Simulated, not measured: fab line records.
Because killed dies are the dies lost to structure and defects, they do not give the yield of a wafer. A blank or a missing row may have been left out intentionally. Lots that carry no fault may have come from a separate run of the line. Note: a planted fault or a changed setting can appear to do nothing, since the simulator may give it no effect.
fab line records	flow sky130	part 1 of 2: steps 1 to 4 of 6
[record] lots = 23	wafers = 69	lastDay = 50
route steps=708 shown LDD_P@263 METAL1@452 METAL3@565 VIA3@597 PAD_OPEN@702
lots that met no fault: from a run of the same line without faults
startH: start of the lot's first displayed wafer, in hours after the record's first day	waitH: time in hours since the lot's previous step	" unchanged from the row above	L1.1+2: a row that stands for several wafers	- no value, or no start given	* or withheld: withheld	< > ~ a bound
route shown NAME@n: names a module that has steps shown in the file, with the first one's number in the route	usual: average and standard deviation across the fault-free wafers	same: alike in all rows	chamber/n: place in a boat	sites: each site's reading	_std_site: their standard deviation	_edge_site: the outer-site mean with the inner-site mean subtracted	radiusMm: how far each site lies from the wafer's centre	mask NAME#n: copy n	behind: the last tool/chamber to shape the wafer	hold: why the lot went on hold/how many hours it stayed there/how the hold came to an end	device: the transistor (n, p or np) that didn't switch	end of line: tests run on the same wafers once the route is complete	a step without rows: its recipe alone	killed: not the wafer's yield, but the dies lost to structure and defects at the first sort	map: per-die view of a wafer (x killed, . not killed, _ where there is no die)
set.NAME: the run value of the setting; set.NAME@STEP: its run value at that earlier step	model.NAME: the simulator's own value behind a step, which no gauge read
the route's steps for a sample of lots (tables are steps, rows are wafers)
services: when a tool's chamber went out of use (startH, in hours from the record's first day, below 0 if earlier), for how many hours, and the reason
[[steps]]
[step SKY_LDD_P_OVL_MEAS_08]
[usual] LDD_P_OVL = -0.9/1.5
lot.wafer	tool	chamber	startH	waitH	LDD_P_OVL[nm]
L074.1	overlay-01	-	428.18	0.1	0.3
L074.2	"	-	"	"	-1.0
L074.6	"	-	"	"	1.0
L075.2	overlay-02	-	436.19	0.1	-1.8
L075.4	"	-	"	"	-4.8
L075.5	"	-	"	"	-2.2
L076.1	overlay-02	-	444.61	0.1	1.4
L076.5	"	-	"	"	0.2
L076.6	"	-	"	"	-0.1
L077.2	overlay-02	-	458.64	0.1	-0.7
L077.5	"	-	"	"	-2.0
L077.6	"	-	"	"	-1.6
L078.3	overlay-01	-	465.52	0.1	1.4
L078.4	"	-	"	"	2.2
L078.6	"	-	"	"	0.5
L079.2	overlay-02	-	479.17	0.1	-2.3
L079.3	"	-	"	"	-0.5
L079.4	"	-	"	"	-1.7
L080.2	overlay-01	-	480.42	0.1	-1.4
L080.5	"	-	"	"	-1.9
L080.6	"	-	"	"	-2.6
L081.1	overlay-01	-	497.78	0.1	-2.4
L081.2	"	-	"	"	0.2
L081.6	"	-	"	"	-0.1
L082.2	overlay-01	-	514.22	0.1	-1.3
L082.4	"	-	"	"	1.6
L082.6	"	-	"	"	0.0
L083.2	overlay-02	-	519.92	0.1	-3.5
L083.4	"	-	"	"	-1.7
L083.6	"	-	"	"	-1.6
L084.2	overlay-02	-	525.27	0.1	-2.1
L084.4	"	-	"	"	0.9
L084.6	"	-	"	"	0.1
L085.1	overlay-02	-	529.76	0.1	-0.3
L085.4	"	-	"	"	-2.7
L085.5	"	-	"	"	-0.4
L086.1	overlay-02	-	542.86	0.1	-0.7
L086.2	"	-	"	"	-0.9
L086.4	"	-	"	"	-0.2
L087.3	overlay-01	-	553.42	0.1	-1.1
L087.4	"	-	"	"	0.1
L087.6	"	-	"	"	-1.1
L088.1	overlay-01	-	555.16	0.1	-2.5
L088.4	"	-	"	"	-4.2
L088.6	"	-	"	"	-4.4
L089.1	overlay-02	-	571.53	0.1	-1.4
L089.2	"	-	"	"	-2.4
L089.4	"	-	"	"	-2.9
L090.2	overlay-02	-	574.22	0.1	1.1
L090.5	"	-	"	"	-0.1
L090.6	"	-	"	"	0.8
L092.1	overlay-01	-	586.56	0.1	-2.0
L092.3	"	-	"	"	-2.2
L092.4	"	-	"	"	-1.7
L094.2	overlay-02	-	610.02	0.1	-0.5
L094.4	"	-	"	"	0.2
L094.6	"	-	"	"	0.7
L093.4	overlay-01	-	614.35	0.1	-1.7
L093.5	"	-	"	"	-0.6
L093.6	"	-	"	"	0.3
L095.3	overlay-01	-	615.67	0.1	-2.4
L095.4	"	-	"	"	2.8
L095.5	"	-	"	"	-1.1
L096.4	overlay-02	-	622.70	0.1	-0.8
L096.5	"	-	"	"	-3.1
L096.6	"	-	"	"	-1.3
L097.3	overlay-02	-	627.82	0.1	-2.8
L097.4	"	-	"	"	-0.5
L097.5	"	-	"	"	-0.2
[step SKY_METAL1_ETCH_18]
[recipe] chemistry = N2/H2	target = BARC	ionEnergyEv = 200	biasW = 100	pressureMtorr = 30	n2FlowSccm = 100	h2FlowSccm = 200	icpW = 500	stopOn = SiO2	timeS = 45.9	targetDepthA = 600
[usual] chamberPressureMTorr = 30.001/0.026	drypumpMotorCurrentA = 5.5/0.41	oesProductAu = 0.855/0.0046	throttleValvePct = 13.224/0.0091
lot.wafer	tool	chamber	startH	waitH	chamberPressureMTorr	drypumpMotorCurrentA	oesProductAu	rfHoursCounterH	throttleValvePct
L074.1	rieMetal-01	0	760.91	0.1	29.965	5.1	0.850	9	13.219
L074.2	"	0	"	"	29.986	5.1	0.860	-	13.226
L074.6	"	0	"	"	30.027	5.1	0.855	-	13.226
L075.2	rieMetal-04	0	765.46	0.0	29.992	6.3	0.854	9	13.215
L075.4	"	0	"	"	29.969	6.3	0.858	-	13.239
L075.5	"	0	"	"	30.011	6.3	0.847	-	13.211
L076.1	rieMetal-01	1	774.26	0.0	30.066	5.6	0.857	0	13.232
L076.5	"	0	"	"	29.984	5.1	0.862	-	13.231
L076.6	"	1	"	"	29.959	5.6	0.862	-	13.215
L077.2	rieMetal-04	0	781.33	0.0	30.041	6.3	0.855	10	13.241
L077.5	"	0	"	"	30.004	6.3	0.852	-	13.223
L077.6	"	1	"	"	29.985	5.1	0.864	-	13.218
L078.3	rieMetal-04	0	792.55	0.0	30.008	6.3	0.854	-	13.229
L078.4	"	1	"	"	29.999	5.1	0.851	-	13.223
L078.6	"	0	"	"	29.976	6.3	0.865	-	13.231
L079.2	rieMetal-01	1	802.56	0.0	30.039	5.6	0.852	1	13.224
L079.3	"	0	"	"	29.993	5.1	0.853	-	13.217
L079.4	"	1	"	"	30.034	5.6	0.847	-	13.221
L080.2	rieMetal-02	0	803.78	0.0	30.016	5.7	0.854	13	13.220
L080.5	"	1	"	"	29.992	5.2	0.858	-	13.237
L080.6	"	0	"	"	29.996	5.7	0.858	-	13.232
L081.1	rieMetal-04	1	818.51	0.0	30.018	5.1	0.854	7	13.211
L081.2	"	0	"	"	30.014	6.3	0.854	11	13.217
L081.6	"	1	"	"	30.010	5.1	0.854	-	13.213
L082.2	rieMetal-02	0	832.78	0.0	29.998	5.7	0.853	14	13.229
L082.4	"	1	"	"	29.956	5.2	0.856	-	13.207
L082.6	"	1	"	"	30.012	5.2	0.855	-	13.236
L083.2	rieMetal-01	1	837.31	0.0	29.992	5.6	0.853	2	13.211
L083.4	"	1	"	"	30.014	5.6	0.846	-	13.226
L083.6	"	1	"	"	30.022	5.6	0.843	-	13.217
L084.2	rieMetal-04	1	843.38	0.0	30.014	5.1	0.858	8	13.222
L084.4	"	1	"	"	30.020	5.1	0.859	-	13.226
L084.6	"	0	"	"	30.001	6.3	0.853	-	13.232
L085.1	rieMetal-02	1	847.08	0.0	30.023	5.2	0.855	19	13.234
L085.4	"	0	"	"	29.998	5.7	0.852	-	13.222
L085.5	"	1	"	"	30.009	5.2	0.851	-	13.234
L086.1	rieMetal-04	0	859.38	0.0	30.001	6.3	0.856	12	13.213
L086.2	"	1	"	"	30.008	5.1	0.858	9	13.226
L086.4	"	1	"	"	30.040	5.0	0.854	-	13.203
L087.3	rieMetal-01	0	867.20	0.0	30.023	5.1	0.858	-	13.223
L087.4	"	1	"	"	29.976	5.6	0.860	-	13.234
L087.6	"	0	"	"	29.971	5.1	0.860	-	13.219
L088.1	rieMetal-02	0	868.68	0.0	29.997	5.7	0.843	16	13.230
L088.4	"	1	"	"	29.973	5.2	0.854	-	13.223
L088.6	"	1	"	"	29.968	5.2	0.854	-	13.229
L089.1	rieMetal-02	1	882.41	0.0	30.002	5.3	0.857	1	13.222
L089.2	"	0	"	"	29.987	5.7	0.858	17	13.221
L089.4	"	0	"	"	30.004	5.7	0.853	-	13.209
L090.2	rieMetal-02	1	887.11	0.0	29.977	5.3	0.863	1	13.203
L090.5	"	0	"	"	29.957	5.7	0.856	-	13.220
L090.6	"	1	"	"	29.962	5.2	0.854	-	13.236
L092.1	rieMetal-02	1	897.58	0.0	29.997	5.2	0.856	2	13.208
L092.3	"	1	"	"	29.974	5.2	0.852	-	13.220
L092.4	"	0	"	"	29.972	5.7	0.858	-	13.219
L094.2	rieMetal-01	0	917.31	0.0	29.978	5.1	0.852	15	13.225
L094.4	"	0	"	"	29.968	5.1	0.853	-	13.228
L094.6	"	0	"	"	29.987	5.1	0.847	-	13.226
L093.4	rieMetal-01	0	919.80	0.0	30.018	5.1	0.858	-	13.221
L093.5	"	1	"	"	29.992	5.6	0.858	-	13.233
L093.6	"	0	"	"	29.964	5.1	0.853	-	13.217
L095.3	rieMetal-04	0	920.17	0.0	29.986	6.3	0.843	-	13.219
L095.4	"	1	"	"	30.014	5.1	0.864	-	13.214
L095.5	"	1	"	"	30.012	5.1	0.856	-	13.228
L096.4	rieMetal-01	0	926.60	0.0	30.089	5.1	0.853	-	13.223
L096.5	"	0	"	"	30.014	5.1	0.847	-	13.220
L096.6	"	1	"	"	30.006	5.6	0.863	-	13.229
L097.3	rieMetal-02	0	931.60	0.0	30.019	5.7	0.855	-	13.234
L097.4	"	1	"	"	30.015	5.3	0.854	-	13.231
L097.5	"	1	"	"	29.965	5.2	0.861	-	13.227
[step SKY_METAL3_DESCUM_15]
[recipe] chemistry = O2	sourcePowerW = 150	biasPowerW = 0	pressureMtorr = 10	tempC = 40	timeS = 8
[usual] chamberPressureMTorr = 10.001/0.01	drypumpMotorCurrentA = 5.48/0.27	oesProductAu = 0.998/0.016	tempC = 39.98/0.12
lot.wafer	tool	chamber	startH	waitH	chamberPressureMTorr	drypumpMotorCurrentA	oesProductAu	rfHoursCounterH	tempC
L074.1	rieMetal-03	0	898.65	0.0	10.000	5.38	0.997	18	39.80
L074.2	"	0	"	"	9.997	5.39	0.984	-	39.83
L074.6	"	0	"	"	10.028	5.39	0.988	-	39.83
L075.2	rieMetal-02	1	902.75	0.0	9.992	5.25	0.979	2	39.90
L075.4	"	1	"	"	10.000	5.27	0.978	-	39.94
L075.5	"	0	"	"	9.984	5.73	1.018	-	39.88
L076.1	rieMetal-03	0	911.57	0.0	9.992	5.38	0.986	19	40.12
L076.5	"	0	"	"	9.983	5.39	0.983	-	39.94
L076.6	"	0	"	"	10.015	5.38	0.984	-	39.91
L077.2	rieMetal-03	0	917.86	0.0	9.994	5.38	0.996	-	39.88
L077.5	"	0	"	"	9.998	5.38	0.984	-	40.01
L077.6	"	0	"	"	10.005	5.38	0.982	-	40.10
L078.3	rieMetal-02	1	927.47	0.0	10.018	5.24	0.970	-	40.00
L078.4	"	1	"	"	9.989	5.21	0.984	-	39.98
L078.6	"	1	"	"	10.015	5.19	0.965	-	40.05
L079.2	rieMetal-01	1	938.60	0.0	10.009	5.59	1.009	5	40.00
L079.3	"	0	"	"	9.989	5.10	0.999	-	39.93
L079.4	"	1	"	"	10.005	5.63	1.013	-	40.02
L080.2	rieMetal-02	1	940.92	0.0	9.988	5.23	0.979	5	40.01
L080.5	"	0	"	"	10.003	5.70	0.987	-	40.29
L080.6	"	1	"	"	9.992	5.23	0.973	-	39.75
L081.1	rieMetal-02	1	952.07	0.0	10.002	5.22	0.972	5	39.88
L081.2	"	0	"	"	10.000	5.71	1.007	1	40.01
L081.6	"	1	"	"	10.000	5.24	0.981	-	39.91
L082.2	rieMetal-01	1	966.10	0.0	10.002	5.59	1.015	6	40.05
L082.4	"	0	"	"	10.014	5.09	0.996	-	40.22
L082.6	"	1	"	"	10.008	5.56	0.997	-	40.10
L083.2	rieMetal-03	1	970.21	0.0	10.007	5.86	1.012	-	40.14
L083.4	"	1	"	"	10.008	5.89	1.016	-	40.01
L083.6	"	1	"	"	10.003	5.89	1.011	-	40.08
L084.2	rieMetal-03	1	975.51	0.0	10.010	5.87	1.019	-	40.11
L084.4	"	1	"	"	10.001	5.89	1.010	-	39.99
L084.6	"	1	"	"	9.990	5.88	1.030	-	40.08
L085.1	rieMetal-01	0	977.95	0.0	9.990	5.09	0.988	19	40.09
L085.4	"	1	"	"	10.005	5.64	1.007	-	40.07
L085.5	"	0	"	"	9.985	5.09	0.991	-	40.05
L086.1	rieMetal-01	0	989.45	0.0	9.999	5.11	1.010	20	40.02
L086.2	"	1	"	"	9.981	5.64	1.016	7	39.89
L086.4	"	0	"	"	9.993	5.09	1.002	-	39.95
L087.3	rieMetal-03	0	996.46	0.0	10.001	5.38	1.013	-	39.97
L087.4	"	1	"	"	10.003	5.87	1.020	-	39.90
L087.6	"	1	"	"	10.015	5.86	1.023	-	39.97
L088.1	rieMetal-03	0	999.82	0.0	10.009	5.38	1.003	1	40.10
L088.4	"	1	"	"	10.008	5.87	1.012	-	39.99
L088.6	"	1	"	"	9.993	5.88	1.019	-	40.02
L089.1	rieMetal-02	0	1011.27	0.0	9.994	5.71	0.993	4	39.84
L089.2	"	1	"	"	10.011	5.28	0.972	8	39.89
L089.4	"	1	"	"	10.018	5.29	0.969	-	39.88
L090.2	rieMetal-03	1	1014.07	0.0	10.002	5.90	1.023	6	39.97
L090.5	"	0	"	"	9.979	5.38	1.005	-	40.02
L090.6	"	1	"	"	10.009	5.87	1.025	-	39.97
L092.1	rieMetal-01	0	1024.20	0.0	9.992	5.09	0.997	21	39.96
L092.3	"	1	"	"	9.992	5.56	1.001	-	39.85
L092.4	"	0	"	"	9.997	5.07	0.991	-	39.69
L094.2	rieMetal-03	0	1042.45	0.0	10.010	5.36	1.011	4	39.76
L094.4	"	0	"	"	9.999	5.37	1.017	-	39.93
L094.6	"	1	"	"	9.992	5.88	1.018	-	40.17
L093.4	rieMetal-02	1	1043.78	0.0	10.007	5.24	0.975	-	39.81
L093.5	"	0	"	"	10.012	5.71	1.002	-	40.04
L093.6	"	1	"	"	10.018	5.22	0.980	-	39.95
L095.3	rieMetal-01	0	1044.61	0.0	10.009	5.10	0.995	-	39.76
L095.4	"	1	"	"	10.008	5.61	1.006	-	39.85
L095.5	"	1	"	"	10.009	5.58	1.008	-	40.01
L096.4	rieMetal-02	0	1050.28	0.0	10.015	5.74	0.999	-	40.11
L096.5	"	0	"	"	10.014	5.72	0.990	-	39.99
L096.6	"	1	"	"	10.015	5.27	0.986	-	40.14
L097.3	rieMetal-01	0	1055.16	0.0	9.992	5.09	0.992	-	40.01
L097.4	"	1	"	"	9.990	5.59	1.015	-	39.98
L097.5	"	0	"	"	9.993	5.07	0.991	-	39.91
[step SKY_METAL3_STRIP_19]
[recipe] chemistry = O2/N2	powerW = 1400	pressureMtorr = 1500	platenTempC = withheld	o2FlowSccm = 3000	n2FlowSccm = 300	overashFraction = 0.5
[usual] chamberPressureMTorr = 1500.0/1.4	drypumpMotorCurrentA = 5.8/0.34	o2FlowSccm = 2999/9.1	oesProductAu = 0.501/0.0074	stripTimeToEndpointS = 6.51/0.13
lot.wafer	tool	chamber	startH	waitH	chamberPressureMTorr	drypumpMotorCurrentA	o2FlowSccm	oesProductAu	rfHoursCounterH	stripTimeToEndpointS
L074.1	plasmaAsher-04	1	899.10	0.1	1499.1	5.9	2982	0.502	16	6.69
L074.2	"	0	"	"	1499.5	6.2	3006	0.498	16	6.44
L074.6	"	1	"	"	1499.9	5.9	2989	0.497	-	6.41
L075.2	plasmaAsher-01	1	903.07	0.1	1500.3	5.2	2995	0.500	109	6.43
L075.4	"	0	"	"	1501.8	5.8	2989	0.494	-	6.44
L075.5	"	0	"	"	1499.8	5.8	2989	0.503	-	6.61
L076.1	plasmaAsher-03	1	912.02	0.1	1498.6	6.0	2994	0.507	47	6.57
L076.5	"	1	"	"	1498.3	6.0	2993	0.501	-	6.61
L076.6	"	0	"	"	1499.9	5.6	2996	0.497	-	6.45
L077.2	plasmaAsher-03	0	918.48	0.2	1501.1	5.6	2991	0.509	47	6.74
L077.5	"	1	"	"	1500.6	6.0	3007	0.516	-	6.74
L077.6	"	0	"	"	1501.7	5.6	3002	0.503	-	6.75
L078.3	plasmaAsher-04	1	927.94	0.1	1500.4	5.9	2975	0.503	-	6.42
L078.4	"	0	"	"	1503.1	6.2	3006	0.499	-	6.63
L078.6	"	0	"	"	1499.0	6.3	2998	0.499	-	6.42
L079.2	plasmaAsher-01	1	938.92	0.1	1500.3	5.1	3003	0.495	112	6.40
L079.3	"	1	"	"	1502.0	5.1	3001	0.511	-	6.69
L079.4	"	0	"	"	1500.3	5.8	2993	0.489	-	6.42
L080.2	plasmaAsher-03	1	941.42	0.2	1500.6	6.0	2992	0.504	50	6.53
L080.5	"	1	"	"	1502.7	6.0	2997	0.496	-	6.57
L080.6	"	0	"	"	1499.7	5.6	2995	0.500	-	6.54
L081.1	plasmaAsher-04	1	952.39	0.1	1499.9	5.9	3003	0.511	22	6.67
L081.2	"	0	"	"	1498.9	6.2	2995	0.493	22	6.40
L081.6	"	1	"	"	1498.2	5.9	3008	0.493	-	6.44
L082.2	plasmaAsher-03	1	966.42	0.1	1499.5	6.0	2997	0.505	52	6.68
L082.4	"	0	"	"	1497.6	5.5	2984	0.513	-	6.69
L082.6	"	0	"	"	1500.3	5.6	2976	0.496	-	6.51
L083.2	plasmaAsher-04	1	970.65	0.1	1499.4	5.9	2996	0.509	24	6.69
L083.4	"	1	"	"	1501.3	5.9	2986	0.503	-	6.62
L083.6	"	1	"	"	1500.8	5.9	2988	0.493	-	6.43
L084.2	plasmaAsher-01	1	975.96	0.1	1500.4	5.2	2999	0.516	115	6.64
L084.4	"	0	"	"	1501.1	5.8	2991	0.511	-	6.61
L084.6	"	0	"	"	1498.7	5.8	3012	0.506	-	6.64
L085.1	plasmaAsher-03	1	978.27	0.1	1498.7	6.1	3001	0.503	54	6.42
L085.4	"	0	"	"	1499.1	5.5	3002	0.491	-	6.44
L085.5	"	0	"	"	1500.3	5.6	3004	0.495	-	6.41
L086.1	plasmaAsher-03	0	989.77	0.1	1499.2	5.6	3012	0.498	55	6.39
L086.2	"	1	"	"	1498.8	6.1	3013	0.495	55	6.27
L086.4	"	1	"	"	1501.0	6.0	3007	0.491	-	6.37
L087.3	plasmaAsher-03	0	996.81	0.1	1500.7	5.6	2992	0.511	-	6.59
L087.4	"	1	"	"	1502.2	6.0	2990	0.512	-	6.65
L087.6	"	1	"	"	1496.8	6.0	2994	0.510	-	6.48
L088.1	plasmaAsher-04	1	1000.15	0.1	1498.7	5.9	2992	0.505	27	6.60
L088.4	"	0	"	"	1500.7	6.3	2998	0.503	-	6.54
L088.6	"	1	"	"	1496.8	5.9	3005	0.513	-	6.56
L089.1	plasmaAsher-01	1	1011.60	0.1	1498.4	5.1	2998	0.494	119	6.35
L089.2	"	0	"	"	1504.0	5.8	3001	0.493	119	6.31
L089.4	"	1	"	"	1500.0	5.2	3005	0.495	-	6.26
L090.2	plasmaAsher-01	0	1014.40	0.1	1500.9	5.8	3012	0.504	119	6.66
L090.5	"	1	"	"	1501.1	5.2	2998	0.506	-	6.67
L090.6	"	0	"	"	1500.4	5.8	3015	0.497	-	6.53
L092.1	plasmaAsher-03	1	1024.52	0.1	1500.0	6.1	2996	0.503	58	6.57
L092.3	"	1	"	"	1499.1	6.1	3002	0.506	-	6.70
L092.4	"	0	"	"	1500.2	5.6	3009	0.500	-	6.49
L094.2	plasmaAsher-01	0	1042.77	0.1	1501.0	5.8	3007	0.507	122	6.42
L094.4	"	1	"	"	1501.9	5.2	3020	0.510	-	6.59
L094.6	"	0	"	"	1499.0	5.8	2999	0.509	-	6.56
L093.4	plasmaAsher-01	1	1044.17	0.1	1500.9	5.2	2988	0.502	-	6.48
L093.5	"	1	"	"	1501.8	5.2	3000	0.503	-	6.55
L093.6	"	0	"	"	1499.9	5.8	2998	0.501	-	6.47
L095.3	plasmaAsher-03	0	1044.96	0.1	1500.8	5.6	3003	0.498	-	6.42
L095.4	"	1	"	"	1499.8	6.1	3007	0.499	-	6.30
L095.5	"	0	"	"	1500.9	5.6	3001	0.489	-	6.41
L096.4	plasmaAsher-04	0	1050.67	0.1	1500.4	6.2	2999	0.491	-	6.31
L096.5	"	1	"	"	1500.2	5.9	3015	0.487	-	6.36
L096.6	"	0	"	"	1501.0	6.2	2986	0.493	-	6.36
L097.3	plasmaAsher-03	1	1055.57	0.1	1499.5	6.1	2985	0.500	-	6.39
L097.4	"	0	"	"	1503.3	5.6	2993	0.497	-	6.38
L097.5	"	1	"	"	1497.6	6.1	2988	0.499	-	6.33
